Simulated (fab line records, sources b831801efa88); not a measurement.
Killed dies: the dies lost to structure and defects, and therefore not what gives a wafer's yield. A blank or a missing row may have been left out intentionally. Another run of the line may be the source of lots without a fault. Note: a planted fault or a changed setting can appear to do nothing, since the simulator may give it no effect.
A lot that was struck, set against a sound lot ; flow sky130 ; 19 steps out of a route of 708
Sound: the wafers L415.3, L415.4, L415.6. Wafers struck: L408.2, L408.3, L408.6. The cause is named last.
Each step with rows lists, per side, the tool, then ch with its chambers, then its first start. Under that, the readings that differ: sound wafers ; struck wafers ; difference of the means ; sigmas: that difference in standard deviations of wafers without a fault.
alike: readings with means less than 2 such deviations apart, plus words and numbers identical on both sides. not compared: withheld readings, readings lacking a value on some wafer, bounds such as >300 that could conceal the same value, and numbers that have no deviation in the record and whose values overlap.
A row with sigmas, a row that says differs or no value, or rows on one side alone: a step with any of these is where the two part. Numbers that have no deviation but don't overlap get no sigmas and don't part them. A reading that every wafer of one side lacks parts them only if that side has two wafers or more.

first, 4 steps without rows for these wafers: SKY_VT_ADJUST_LVTN_SOFTBAKE_14 (time 60 s); SKY_VT_ADJUST_LVTN_EXPOSE_15 (exposes mask HVN STD DERIVED, target cd 600 nm); SKY_VT_ADJUST_LVTN_PEB_16; SKY_VT_ADJUST_LVTN_DEVELOP_17 (develop time 60 s).
SKY_VT_ADJUST_LVTN_OVL_MEAS_18:
  sound on overlay-01 at day 12 07:40; struck on overlay-02 at day 10 02:30
  alike: VT_ADJUST_LVTN_01_OVL
then, 1 step without rows for these wafers: SKY_VT_ADJUST_LVTN_IMPLANT_19.
SKY_VT_ADJUST_LVTN_STRIP_20: strips in O2/N2.
  sound on plasma_asher-04 ch 0,1, day 12 07:53; struck on plasma_asher-03 ch 0,1, day 10 02:41
  alike: chamber_pressure_mTorr, drypump_motor_current_A, oes_product_au, strip_time_to_endpoint_s
  not compared: rf_hours_counter_h
SKY_VT_ADJUST_LVTN_TW_MEAS_21:
  sound on film_metro-04 at day 12 07:58; struck on film_metro-01 at day 10 02:47
  alike: VT_ADJUST_LVTN_2_TW
then, 4 steps without rows for these wafers: SKY_VT_ADJUST_NCORE_DEHYDRATE_00 (time 60 s); SKY_VT_ADJUST_NCORE_HMDS_01 (prime time 60 s); SKY_VT_ADJUST_NCORE_COAT_02 (resist thk 1140 nm); SKY_VT_ADJUST_NCORE_SOFTBAKE_03 (time 60 s).
SKY_VT_ADJUST_NCORE_EXPOSE_04: exposes mask LVTN COMPLEMENT THIN, target cd 380 nm.
  sound on iline_stepper-01 ch 0, day 12 20:04; struck on iline_stepper-02 ch 0, day 10 14:17
reading;sound;struck;difference;sigmas
model.VT_ADJUST_NCORE.overlay_x_nm (nm);-0.601 -0.601 -0.601;102.3 102.3 102.3;+102.9;
  alike: mask
then, 2 steps without rows for these wafers: SKY_VT_ADJUST_NCORE_PEB_05; SKY_VT_ADJUST_NCORE_DEVELOP_06 (develop time 60 s).
SKY_VT_ADJUST_NCORE_CD_MEAS_07: the cd target is 380 nm.
  sound on cd_sem-01 at day 13 08:25; struck on cd_sem-01 at day 11 01:36
  alike: cd_nm
SKY_VT_ADJUST_NCORE_OVL_MEAS_08:
  sound on overlay-02 at day 13 08:31; struck on overlay-01 at day 11 01:42
reading;sound;struck;difference;sigmas
VT_ADJUST_NCORE_OVL (nm);0.6 -1.5 -1.1;103.4 104.6 104.8;+104.9;+87
then, 1 step without rows for these wafers: SKY_VT_ADJUST_NCORE_IMPLANT_09.
-- record jumps: 37 days separate the struck wafers' starts on either side; left off in module VT_ADJUST_NCORE, taken up again in module PAD_OPEN, whose first shown step is the route's number 708 --
SKY_PAD_OPEN_PROBE_99:
  sound on prober-01 at day 49 13:38; struck on prober-02 at day 47 19:02
reading;sound;struck;difference;sigmas
killed_short;28 25 35;39 41 59;+17;+2
model.etest.sram_nfet_pass.vt_sat_v (V);0.5981 0.609 0.5982;0.5553 0.5454 0.5406;-0.0547;
  alike: killed_at_M0_to_M3, killed_at_M4_up, killed_at_contacts, killed_at_front_end, killed_at_other, killed_dies, killed_open

== WHERE THEY PART ==
First at SKY_VT_ADJUST_NCORE_OVL_MEAS_08; last, within this record, at SKY_PAD_OPEN_PROBE_99.

WHY: what had been put in by the simulator
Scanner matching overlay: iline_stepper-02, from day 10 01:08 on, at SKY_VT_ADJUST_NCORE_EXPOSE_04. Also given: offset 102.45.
